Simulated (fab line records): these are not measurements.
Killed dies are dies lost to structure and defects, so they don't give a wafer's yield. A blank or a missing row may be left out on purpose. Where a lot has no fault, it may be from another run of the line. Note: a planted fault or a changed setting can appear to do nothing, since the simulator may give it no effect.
fab line records	flow gf180mcu
record lots=24	wafers=72	last-day=34
route steps=602 shown M3@425 V3@451 V4@491 MIM@509 TOP_METAL@568
lots untouched by any fault: they come from a run of this same line in which no faults occurred
start-h: start of the lot's first displayed wafer, in hours after the record's first day	wait-h: how many hours have passed since the lot's step before this one	" as in the row above	L1.1+2: a single row standing in for several wafers	- no value, or no start given	* or withheld: withheld	< > ~ a bound
route shown NAME@n: a module of which the file shows steps, and the number in the route of the first	usual: mean and standard deviation over wafers with no fault	same: alike in all rows	chamber/n: place in a boat	sites: the reading at each site	_std_site: the standard deviation of these	_edge_site: mean of outer sites minus mean of inner sites	radius-mm: how far each site lies from the wafer's centre	mask NAME#n: copy n	behind: the tool/chamber that last shaped the wafer	hold: why the lot was held/for how many hours/how that ended	device: names the non-switching transistor (n, p or np)	end of line: tests of these same wafers at the route's end	a step without rows: its recipe alone	killed: count of dies lost to structure and defects at first sort (not the wafer's yield)	map: dies across one wafer; x = killed, . = not, _ = none there
set.NAME: the setting as run; set.NAME@STEP: as run at that earlier step	model.NAME: the simulator's own value behind a step, which no gauge read
route steps across a sampled set of lots; one table per step, one row per wafer
services: when a tool's chamber went out of use (start-h, in hours from the record's first day, below 0 if earlier), for how many hours, and the reason
## steps
# step GF_M3_METAL_ETCH_16
# recipe chemistry=Cl2/BCl3	mask-material=KrF	target-depth-nm=627.5	stop-on=SiO2	pressure-mtorr=8	icp-w=800	bias-w=140	Cl2_flow_sccm=80	bcl3-flow-sccm=40	time-s=104.6
# usual drypump-motor-current-A=5.6/0.35	he-backside-leak-sccm=3.25/0.2	oes-product-au=0.974/0.005	throttle-valve-pct=28.248/0.01
lot.wafer	tool	chamber	start-h	wait-h	drypump-motor-current-A	he-backside-leak-sccm	oes-product-au	rf-hours-counter-h	throttle-valve-pct
L074.1	rie-metal-01	0	501.85	0.0	5.5	3.40	0.974	9	28.247
L074.4	"	0	"	"	5.5	3.11	0.973	-	28.234
L074.5	"	1	"	"	5.8	3.06	0.973	-	28.248
L075.2	rie-metal-04	0	514.34	0.0	5.7	3.39	0.969	3	28.250
L075.3	"	0	"	"	5.7	2.93	0.975	-	28.250
L075.6	"	0	"	"	5.7	3.42	0.974	-	28.246
L076.1	rie-metal-01	0	518.76	0.0	5.5	3.45	0.974	10	28.247
L076.5	"	1	"	"	5.8	3.05	0.978	-	28.270
L076.6	"	0	"	"	5.5	3.45	0.966	-	28.240
L077.1	rie-metal-01	1	523.50	0.0	5.7	2.93	0.968	8	28.257
L077.3	"	0	"	"	5.5	3.34	0.974	-	28.270
L077.6	"	0	"	"	5.5	3.45	0.979	-	28.260
L079.2	rie-metal-01	1	529.44	0.0	5.7	2.99	0.980	8	28.240
L079.4	"	0	"	"	5.5	3.59	0.970	-	28.246
L079.5	"	0	"	"	5.5	3.47	0.987	-	28.247
L078.1	rie-metal-03	0	533.09	0.0	4.9	3.21	0.976	9	28.256
L078.4	"	1	"	"	5.7	3.40	0.982	-	28.245
L078.6	"	0	"	"	4.8	3.16	0.972	-	28.246
L080.3	rie-metal-04	1	544.38	0.1	6.1	3.25	0.986	-	28.254
L080.5	"	1	"	"	6.1	3.10	0.977	-	28.247
L080.6	"	0	"	"	5.7	3.63	0.978	-	28.243
L081.3	rie-metal-01	1	553.44	0.1	5.7	2.90	0.968	-	28.256
L081.4	"	0	"	"	5.5	3.30	0.983	-	28.231
L081.5	"	1	"	"	5.7	2.80	0.975	-	28.240
L082.2	rie-metal-03	1	559.29	0.0	5.7	3.30	0.975	5	28.256
L082.4	"	0	"	"	4.8	3.19	0.976	-	28.243
L082.6	"	0	"	"	4.8	3.25	0.977	-	28.252
L083.2	rie-metal-03	1	562.70	0.0	5.7	3.42	0.970	5	28.248
L083.3	"	0	"	"	4.9	3.17	0.969	-	28.243
L083.5	"	0	"	"	4.8	3.19	0.979	-	28.230
L084.2	rie-metal-04	0	579.25	0.0	5.7	3.21	0.978	4	28.251
L084.3	"	0	"	"	5.7	3.47	0.979	-	28.246
L084.4	"	1	"	"	6.1	3.51	0.980	-	28.243
L085.1	rie-metal-03	0	587.05	0.0	4.8	3.08	0.974	11	28.234
L085.3	"	1	"	"	5.7	3.45	0.971	-	28.267
L085.6	"	0	"	"	4.9	3.20	0.967	-	28.263
L086.3	rie-metal-03	0	594.64	0.1	4.9	3.12	0.978	-	28.239
L086.4	"	1	"	"	5.7	3.43	0.979	-	28.253
L086.5	"	0	"	"	4.8	3.13	0.983	-	28.229
L087.1	rie-metal-04	0	600.60	0.0	5.7	3.41	0.972	5	28.252
L087.4	"	1	"	"	6.1	3.18	0.973	-	28.255
L087.5	"	0	"	"	5.7	3.45	0.985	-	28.257
L088.1	rie-metal-01	1	604.99	0.0	5.7	3.02	0.968	10	28.240
L088.3	"	0	"	"	5.5	3.54	0.968	-	28.264
L088.6	"	1	"	"	5.7	3.13	0.970	-	28.257
L089.1	rie-metal-01	1	617.00	0.0	5.7	3.00	0.976	11	28.242
L089.5	"	0	"	"	5.5	3.52	0.970	-	28.254
L089.6	"	1	"	"	5.7	3.01	0.980	-	28.245
L090.1	rie-metal-01	1	620.55	0.0	5.7	3.30	0.969	11	28.254
L090.5	"	1	"	"	5.7	3.19	0.962	-	28.270
L090.6	"	0	"	"	5.5	3.12	0.979	-	28.242
L091.2	rie-metal-01	1	630.57	0.1	5.7	2.99	0.971	-	28.257
L091.3	"	1	"	"	5.7	3.06	0.969	-	28.245
L091.5	"	1	"	"	5.7	2.92	0.975	-	28.252
L092.2	rie-metal-03	1	631.35	0.0	5.7	3.41	0.970	8	28.224
L092.4	"	1	"	"	5.7	3.45	0.975	-	28.229
L092.6	"	1	"	"	5.6	3.42	0.973	-	28.242
L093.1	rie-metal-04	1	644.97	0.0	6.1	3.25	0.968	5	28.254
L093.2	"	0	"	"	5.7	3.37	0.974	6	28.266
L093.4	"	1	"	"	6.0	3.53	0.983	-	28.252
L094.1	rie-metal-04	1	647.74	0.0	6.1	4.14	0.976	6	28.256
L094.5	"	1	"	"	6.1	3.34	0.971	-	28.238
L094.6	"	0	"	"	5.7	3.15	0.971	-	28.248
L095.1	rie-metal-03	1	661.50	0.0	5.7	3.48	0.979	9	28.238
L095.5	"	0	"	"	4.8	3.23	0.970	-	28.231
L095.6	"	1	"	"	5.7	3.40	0.975	-	28.223
L096.2	rie-metal-01	1	663.15	0.0	5.7	3.17	0.972	13	28.247
L096.3	"	0	"	"	5.4	3.30	0.966	-	28.260
L096.4	"	1	"	"	5.7	3.09	0.973	-	28.255
L097.1	rie-metal-01	1	667.95	0.0	5.7	3.15	0.974	13	28.242
L097.4	"	1	"	"	5.7	3.00	0.976	-	28.225
L097.5	"	0	"	"	5.5	2.92	0.971	-	28.260
# step GF_V3_SPUTTER_22
# recipe material=TiN	target-thk-nm=10	chamber-pressure-pa=5	power-w=4000	time-s=40
# usual throttle-valve-pct=30.0/0.75
lot.wafer	tool	chamber	start-h	wait-h	throttle-valve-pct
L074.1	pvd-sputter-02	-	527.54	0.0	30.7
L074.4	"	-	"	"	28.9
L074.5	"	-	"	"	30.3
L075.2	pvd-sputter-03	-	539.91	0.0	29.8
L075.3	"	-	"	"	30.8
L075.6	"	-	"	"	30.5
L076.1	pvd-sputter-03	-	544.39	0.0	31.0
L076.5	"	-	"	"	29.7
L076.6	"	-	"	"	30.5
L077.1	pvd-sputter-02	-	547.96	0.0	30.8
L077.3	"	-	"	"	28.5
L077.6	"	-	"	"	28.6
L079.2	pvd-sputter-02	-	553.87	0.0	28.7
L079.4	"	-	"	"	30.6
L079.5	"	-	"	"	29.3
L078.1	pvd-sputter-03	-	558.43	0.0	30.1
L078.4	"	-	"	"	30.6
L078.6	"	-	"	"	30.8
L080.3	pvd-sputter-02	-	568.83	0.0	28.4
L080.5	"	-	"	"	28.4
L080.6	"	-	"	"	30.6
L081.3	pvd-sputter-03	-	577.47	0.0	29.6
L081.4	"	-	"	"	30.3
L081.5	"	-	"	"	30.8
L082.2	pvd-sputter-02	-	582.98	0.0	29.5
L082.4	"	-	"	"	28.7
L082.6	"	-	"	"	30.8
L083.2	pvd-sputter-02	-	586.12	0.0	30.6
L083.3	"	-	"	"	29.5
L083.5	"	-	"	"	30.3
L084.2	pvd-sputter-02	-	602.07	0.0	29.2
L084.3	"	-	"	"	30.9
L084.4	"	-	"	"	30.0
L085.1	pvd-sputter-02	-	610.49	0.0	28.7
L085.3	"	-	"	"	30.8
L085.6	"	-	"	"	28.6
L086.3	pvd-sputter-03	-	617.66	0.0	29.5
L086.4	"	-	"	"	30.2
L086.5	"	-	"	"	30.8
L087.1	pvd-sputter-03	-	623.17	0.0	30.7
L087.4	"	-	"	"	30.1
L087.5	"	-	"	"	30.7
L088.1	pvd-sputter-03	-	628.06	0.0	31.1
L088.3	"	-	"	"	29.6
L088.6	"	-	"	"	30.5
L089.1	pvd-sputter-01	-	640.83	0.0	29.3
L089.5	"	-	"	"	29.5
L089.6	"	-	"	"	30.4
L090.1	pvd-sputter-02	-	641.94	0.0	28.5
L090.5	"	-	"	"	29.7
L090.6	"	-	"	"	28.7
L091.2	pvd-sputter-02	-	651.32	0.0	29.3
L091.3	"	-	"	"	28.4
L091.5	"	-	"	"	29.4
L092.2	pvd-sputter-01	-	652.52	0.0	29.4
L092.4	"	-	"	"	30.0
L092.6	"	-	"	"	29.4
L093.1	pvd-sputter-02	-	666.32	0.0	29.4
L093.2	"	-	"	"	30.4
L093.4	"	-	"	"	30.6
L094.1	pvd-sputter-01	-	669.52	0.0	30.0
L094.5	"	-	"	"	29.6
L094.6	"	-	"	"	30.4
L095.1	pvd-sputter-03	-	682.12	0.0	31.0
L095.5	"	-	"	"	30.7
L095.6	"	-	"	"	30.6
L096.2	pvd-sputter-03	-	684.71	0.0	30.1
L096.3	"	-	"	"	29.5
L096.4	"	-	"	"	30.8
L097.1	pvd-sputter-01	-	688.92	0.0	29.9
L097.4	"	-	"	"	29.4
L097.5	"	-	"	"	30.2
# step GF_V4_OVL_MEAS_15
# usual V4_OVL=0/4.5
lot.wafer	tool	chamber	start-h	wait-h	V4_OVL[nm]
L074.1	overlay-01	-	574.86	0.1	7
L074.4	"	-	"	"	2
L074.5	"	-	"	"	5
L075.2	overlay-02	-	586.02	0.1	-8
L075.3	"	-	"	"	-1
L075.6	"	-	"	"	-8
L076.1	overlay-01	-	590.52	0.1	0
L076.5	"	-	"	"	7
L076.6	"	-	"	"	1
L077.1	overlay-01	-	593.62	0.1	-5
L077.3	"	-	"	"	2
L077.6	"	-	"	"	6
L079.2	overlay-01	-	599.77	0.1	6
L079.4	"	-	"	"	2
L079.5	"	-	"	"	5
L078.1	overlay-02	-	604.06	0.1	2
L078.4	"	-	"	"	2
L078.6	"	-	"	"	7
L080.3	overlay-01	-	613.68	0.1	2
L080.5	"	-	"	"	-1
L080.6	"	-	"	"	-4
L081.3	overlay-01	-	621.37	0.1	-3
L081.4	"	-	"	"	1
L081.5	"	-	"	"	-2
L082.2	overlay-01	-	626.47	0.1	-7
L082.4	"	-	"	"	5
L082.6	"	-	"	"	4
L083.2	overlay-02	-	630.12	0.1	-1
L083.3	"	-	"	"	2
L083.5	"	-	"	"	-3
L084.2	overlay-02	-	645.07	0.1	-5
L084.3	"	-	"	"	-1
L084.4	"	-	"	"	12
L085.1	overlay-01	-	653.06	0.1	1
L085.3	"	-	"	"	-4
L085.6	"	-	"	"	-5
L086.3	overlay-02	-	661.77	0.1	10
L086.4	"	-	"	"	4
L086.5	"	-	"	"	3
L087.1	overlay-02	-	664.86	0.1	0
L087.4	"	-	"	"	6
L087.5	"	-	"	"	3
L088.1	overlay-01	-	668.66	0.1	-4
L088.3	"	-	"	"	-3
L088.6	"	-	"	"	-5
L089.1	overlay-01	-	683.76	0.1	-5
L089.5	"	-	"	"	-5
L089.6	"	-	"	"	-6
L090.1	overlay-01	-	684.51	0.1	2
L090.5	"	-	"	"	-5
L090.6	"	-	"	"	-3
L091.2	overlay-01	-	693.37	0.1	6
L091.3	"	-	"	"	-3
L091.5	"	-	"	"	-7
L092.2	overlay-02	-	693.47	0.1	5
L092.4	"	-	"	"	5
L092.6	"	-	"	"	9
L093.1	overlay-01	-	707.16	0.1	-3
L093.2	"	-	"	"	1
L093.4	"	-	"	"	3
L094.1	overlay-02	-	709.81	0.1	1
L094.5	"	-	"	"	-2
L094.6	"	-	"	"	-1
L095.1	overlay-02	-	721.61	0.1	0
L095.5	"	-	"	"	-5
L095.6	"	-	"	"	-5
L096.2	overlay-01	-	724.22	0.1	2
L096.3	"	-	"	"	4
L096.4	"	-	"	"	0
L097.1	overlay-01	-	728.66	0.1	6
L097.4	"	-	"	"	3
L097.5	"	-	"	"	5
# step GF_V4_ETCH_16
# recipe chemistry=N2/H2	target-depth-a=withheld	overetch-a=withheld	time-s=withheld	target=BARC	ion-energy-ev=200	source-w=500	bias-w=100	pressure-mtorr=30	n2-flow-sccm=100	h2-flow-sccm=200
# usual drypump-motor-current-A=5.6/0.57	n2-flow-sccm=100.02/0.29	oes-product-au=0.855/0.0048	throttle-valve-pct=13.226/0.0091
lot.wafer	tool	chamber	start-h	wait-h	drypump-motor-current-A	n2-flow-sccm	oes-product-au	throttle-valve-pct
L074.1	rie-diel-01	2	574.90	0.0	4.9	99.78	0.856	13.233
L074.4	"	0	"	"	5.0	100.48	0.855	13.230
L074.5	"	2	"	"	4.9	99.95	0.848	13.234
L075.2	rie-diel-04	3	586.05	0.0	6.5	100.11	0.857	13.228
L075.3	"	1	"	"	6.1	100.09	0.846	13.234
L075.6	"	3	"	"	6.4	99.84	0.858	13.231
L076.1	rie-diel-03	1	590.55	0.0	5.4	100.13	0.858	13.235
L076.5	"	2	"	"	4.8	100.31	0.850	13.243
L076.6	"	1	"	"	5.4	100.08	0.854	13.214
L077.1	rie-diel-01	0	593.65	0.0	5.0	100.41	0.857	13.229
L077.3	"	1	"	"	6.2	100.24	0.862	13.233
L077.6	"	3	"	"	6.2	100.26	0.855	13.223
L079.2	rie-diel-01	2	599.80	0.0	4.9	100.00	0.858	13.208
L079.4	"	3	"	"	6.2	99.67	0.854	13.242
L079.5	"	0	"	"	5.0	100.15	0.855	13.227
L078.1	rie-diel-03	3	604.10	0.0	5.6	99.85	0.847	13.222
L078.4	"	1	"	"	5.4	100.61	0.850	13.238
L078.6	"	1	"	"	5.4	100.45	0.856	13.215
L080.3	rie-diel-03	3	613.70	0.0	5.7	99.89	0.871	13.232
L080.5	"	3	"	"	5.7	100.10	0.857	13.228
L080.6	"	0	"	"	5.2	99.84	0.852	13.245
L081.3	rie-diel-01	3	621.40	0.0	6.2	100.21	0.853	13.222
L081.4	"	2	"	"	5.0	100.26	0.861	13.228
L081.5	"	0	"	"	5.0	99.79	0.857	13.208
L082.2	rie-diel-01	1	626.50	0.0	6.2	100.07	0.855	13.233
L082.4	"	3	"	"	6.2	99.58	0.850	13.235
L082.6	"	0	"	"	5.0	100.10	0.853	13.242
L083.2	rie-diel-04	0	630.15	0.0	4.9	99.92	0.858	13.223
L083.3	"	3	"	"	6.5	99.77	0.852	13.233
L083.5	"	1	"	"	6.1	99.86	0.860	13.233
L084.2	rie-diel-03	1	645.10	0.0	5.4	100.53	0.850	13.223
L084.3	"	2	"	"	4.8	100.03	0.850	13.229
L084.4	"	3	"	"	5.7	99.33	0.853	13.224
L085.1	rie-diel-03	3	653.10	0.0	5.7	100.00	0.842	13.223
L085.3	"	2	"	"	4.8	99.91	0.858	13.228
L085.6	"	1	"	"	5.4	99.54	0.848	13.208
L086.3	rie-diel-04	1	661.80	0.0	6.1	99.91	0.849	13.217
L086.4	"	0	"	"	4.9	100.04	0.856	13.213
L086.5	"	2	"	"	6.3	100.64	0.859	13.227
L087.1	rie-diel-03	3	664.90	0.0	5.7	99.88	0.856	13.230
L087.4	"	2	"	"	4.8	100.15	0.860	13.208
L087.5	"	0	"	"	5.2	99.38	0.856	13.216
L088.1	rie-diel-04	2	668.70	0.0	6.3	99.97	0.854	13.214
L088.3	"	3	"	"	6.5	99.88	0.857	13.231
L088.6	"	1	"	"	6.1	99.88	0.858	13.235
L089.1	rie-diel-04	1	683.80	0.0	6.1	100.42	0.851	13.228
L089.5	"	2	"	"	6.2	99.87	0.852	13.229
L089.6	"	1	"	"	6.1	100.11	0.846	13.226
L090.1	rie-diel-04	3	684.55	0.0	6.5	100.41	0.848	13.218
L090.5	"	0	"	"	4.9	99.86	0.858	13.227
L090.6	"	3	"	"	6.4	99.72	0.852	13.211
L091.2	rie-diel-01	3	693.40	0.0	6.2	100.02	0.855	13.214
L091.3	"	0	"	"	5.0	100.10	0.865	13.224
L091.5	"	1	"	"	6.2	100.39	0.854	13.222
L092.2	rie-diel-03	3	693.50	0.0	5.7	100.33	0.857	13.229
L092.4	"	2	"	"	4.8	100.21	0.851	13.229
L092.6	"	3	"	"	5.7	100.03	0.857	13.234
L093.1	rie-diel-03	3	707.20	0.0	5.7	100.06	0.860	13.233
L093.2	"	2	"	"	4.8	100.11	0.846	13.233
L093.4	"	0	"	"	5.2	99.99	0.857	13.219
L094.1	rie-diel-04	0	709.85	0.0	4.8	99.69	0.858	13.220
L094.5	"	2	"	"	6.3	100.14	0.850	13.208
L094.6	"	3	"	"	6.4	100.48	0.856	13.222
L095.1	rie-diel-04	3	721.65	0.0	6.5	100.38	0.852	13.210
L095.5	"	1	"	"	6.1	99.48	0.859	13.212
L095.6	"	2	"	"	6.2	100.39	0.849	13.234
L096.2	rie-diel-03	0	724.25	0.0	5.2	99.73	0.858	13.231
L096.3	"	3	"	"	5.7	100.10	0.848	13.215
L096.4	"	2	"	"	4.8	99.93	0.857	13.209
L097.1	rie-diel-03	0	728.70	0.0	5.2	99.55	0.856	13.222
L097.4	"	3	"	"	5.7	99.44	0.856	13.231
L097.5	"	1	"	"	5.4	100.25	0.850	13.242
# step GF_MIM_THK_MEAS_06
# recipe reads=Si3N4_of_MIM_CVD_05
# usual MIM_CVD_05_THK=42.1/0.51
lot.wafer	tool	chamber	start-h	wait-h	MIM_CVD_05_THK[nm]
L074.1	film-metro-01	-	577.15	0.0	41.1
L074.4	"	-	"	"	42.6
L074.5	"	-	"	"	42.1
L075.2	film-metro-01	-	588.03	0.0	41.7
L075.3	"	-	"	"	41.6
L075.6	"	-	"	"	42.6
L076.1	film-metro-01	-	592.25	0.0	42.0
L076.5	"	-	"	"	42.5
L076.6	"	-	"	"	42.4
L077.1	film-metro-04	-	595.39	0.1	42.1
L077.3	"	-	"	"	42.1
L077.6	"	-	"	"	42.0
L079.2	film-metro-04	-	601.42	0.0	41.3
L079.4	"	-	"	"	41.6
L079.5	"	-	"	"	41.7
L078.1	film-metro-01	-	605.71	0.0	42.4
L078.4	"	-	"	"	42.7
L078.6	"	-	"	"	42.4
L080.3	film-metro-02	-	615.34	0.0	41.7
L080.5	"	-	"	"	42.6
L080.6	"	-	"	"	42.5
L081.3	film-metro-01	-	623.28	0.0	42.4
L081.4	"	-	"	"	43.0
L081.5	"	-	"	"	42.8
L082.2	film-metro-02	-	628.13	0.0	41.8
L082.4	"	-	"	"	42.6
L082.6	"	-	"	"	43.1
L083.2	film-metro-01	-	631.81	0.0	41.9
L083.3	"	-	"	"	41.9
L083.5	"	-	"	"	42.2
L084.2	film-metro-04	-	646.76	0.0	41.5
L084.3	"	-	"	"	41.4
L084.4	"	-	"	"	42.1
L085.1	film-metro-04	-	654.71	0.0	42.1
L085.3	"	-	"	"	42.4
L085.6	"	-	"	"	43.4
L086.3	film-metro-04	-	663.43	0.0	41.3
L086.4	"	-	"	"	41.7
L086.5	"	-	"	"	42.3
L087.1	film-metro-04	-	666.51	0.0	41.4
L087.4	"	-	"	"	43.0
L087.5	"	-	"	"	42.4
L088.1	film-metro-04	-	670.32	0.0	41.4
L088.3	"	-	"	"	41.3
L088.6	"	-	"	"	42.3
L089.1	film-metro-01	-	685.53	0.0	41.7
L089.5	"	-	"	"	42.2
L089.6	"	-	"	"	42.5
L090.1	film-metro-02	-	686.30	0.0	41.6
L090.5	"	-	"	"	42.1
L090.6	"	-	"	"	42.2
L091.2	film-metro-01	-	695.03	0.0	41.2
L091.3	"	-	"	"	42.9
L091.5	"	-	"	"	42.3
L092.2	film-metro-02	-	695.17	0.0	41.7
L092.4	"	-	"	"	42.0
L092.6	"	-	"	"	42.0
L093.1	film-metro-04	-	708.83	0.0	41.5
L093.2	"	-	"	"	41.8
L093.4	"	-	"	"	41.9
L094.1	film-metro-02	-	711.46	0.0	42.1
L094.5	"	-	"	"	42.6
L094.6	"	-	"	"	42.5
L095.1	film-metro-01	-	723.33	0.0	41.8
L095.5	"	-	"	"	42.4
L095.6	"	-	"	"	43.1
L096.2	film-metro-01	-	725.88	0.0	41.9
L096.3	"	-	"	"	41.1
L096.4	"	-	"	"	41.8
L097.1	film-metro-01	-	730.31	0.0	42.0
L097.4	"	-	"	"	42.6
L097.5	"	-	"	"	42.7
# step GF_TOP_METAL_SPUTTER_01
# recipe material=TiN	target-thk-nm=30	power-w=6500	time-s=25	chamber-pressure-pa=0.4
# usual throttle-valve-pct=30.1/1
lot.wafer	tool	chamber	start-h	wait-h	throttle-valve-pct
L074.1	pvd-sputter-02	-	642.86	0.1	30.8
L074.4	"	-	"	"	28.7
L074.5	"	-	"	"	30.9
L075.2	pvd-sputter-01	-	650.96	0.1	30.0
L075.3	"	-	"	"	29.8
L075.6	"	-	"	"	29.3
L076.1	pvd-sputter-02	-	656.50	0.1	29.0
L076.5	"	-	"	"	29.1
L076.6	"	-	"	"	28.3
L077.1	pvd-sputter-02	-	661.45	0.1	29.3
L077.3	"	-	"	"	28.5
L077.6	"	-	"	"	28.3
L079.2	pvd-sputter-01	-	665.03	0.1	30.2
L079.4	"	-	"	"	30.5
L079.5	"	-	"	"	30.2
L078.1	pvd-sputter-04	-	668.38	0.1	30.3
L078.4	"	-	"	"	32.4
L078.6	"	-	"	"	30.6
L080.3	pvd-sputter-04	-	678.11	0.1	29.4
L080.5	"	-	"	"	28.9
L080.6	"	-	"	"	32.6
L081.3	pvd-sputter-04	-	687.48	0.1	32.5
L081.4	"	-	"	"	30.9
L081.5	"	-	"	"	30.2
L082.2	pvd-sputter-04	-	689.02	0.1	29.0
L082.4	"	-	"	"	30.3
L082.6	"	-	"	"	30.5
L083.2	pvd-sputter-02	-	692.41	0.1	30.6
L083.3	"	-	"	"	28.5
L083.5	"	-	"	"	28.5
L084.2	pvd-sputter-02	-	707.92	0.1	29.3
L084.3	"	-	"	"	28.5
L084.4	"	-	"	"	30.1
L085.1	pvd-sputter-02	-	715.28	0.1	28.6
L085.3	"	-	"	"	30.7
L085.6	"	-	"	"	30.4
L086.3	pvd-sputter-01	-	722.77	0.1	29.7
L086.4	"	-	"	"	29.8
L086.5	"	-	"	"	30.1
L087.1	pvd-sputter-02	-	725.91	0.1	28.5
L087.4	"	-	"	"	30.9
L087.5	"	-	"	"	28.7
L088.1	pvd-sputter-01	-	729.43	0.1	29.4
L088.3	"	-	"	"	30.4
L088.6	"	-	"	"	29.9
L089.1	pvd-sputter-04	-	742.91	0.1	30.2
L089.5	"	-	"	"	30.9
L089.6	"	-	"	"	29.3
L090.1	pvd-sputter-04	-	744.12	0.1	30.3
L090.5	"	-	"	"	32.5
L090.6	"	-	"	"	29.3
L091.2	pvd-sputter-04	-	752.01	0.1	30.4
L091.3	"	-	"	"	32.3
L091.5	"	-	"	"	32.7
L092.2	pvd-sputter-01	-	752.31	0.1	30.3
L092.4	"	-	"	"	30.1
L092.6	"	-	"	"	29.1
L093.1	pvd-sputter-01	-	763.25	0.1	29.4
L093.2	"	-	"	"	30.4
L093.4	"	-	"	"	30.1
L094.1	pvd-sputter-02	-	767.08	0.1	29.6
L094.5	"	-	"	"	30.3
L094.6	"	-	"	"	30.2
L095.1	pvd-sputter-04	-	775.91	0.1	31.0
L095.5	"	-	"	"	30.9
L095.6	"	-	"	"	30.2
L096.2	pvd-sputter-02	-	780.09	0.1	29.5
L096.3	"	-	"	"	30.3
L096.4	"	-	"	"	31.1
L097.1	pvd-sputter-04	-	782.27	0.1	31.0
L097.4	"	-	"	"	29.3
L097.5	"	-	"	"	30.9
## services
tool	chamber	start-h	hours	kind
pvd-sputter-03	-	481.38	22.1	repair
pvd-sputter-04	-	485.07	4.6	repair
pvd-sputter-01	-	499.38	2.2	repair
rie-diel-04	0	507.78	6.4	repair
rie-diel-04	3	514.95	2.6	repair
rie-metal-01	-	538.47	0.1	repair
pvd-sputter-04	-	541.11	5.5	repair
pvd-sputter-01	-	549.52	6.7	repair
rie-metal-01	-	584.92	0.9	repair
rie-metal-01	-	600.49	2.8	pm
pvd-sputter-01	-	608.43	2.7	repair
rie-diel-03	3	618.56	3.7	repair
rie-diel-03	-	623.56	0.4	repair
pvd-sputter-01	-	631.50	1.1	repair
pvd-sputter-03	-	651.00	1.5	repair
rie-diel-03	-	676.58	10.7	repair
rie-diel-03	-	689.70	0.6	repair
rie-metal-01	1	707.39	9.8	repair
pvd-sputter-01	-	716.54	3.5	repair
pvd-sputter-03	-	718.63	0.9	repair
pvd-sputter-01	-	742.02	2.9	repair
rie-metal-01	1	750.79	17.5	repair
rie-diel-03	3	775.94	4.0	repair
rie-metal-01	-	778.81	0.1	repair
## key
fault none
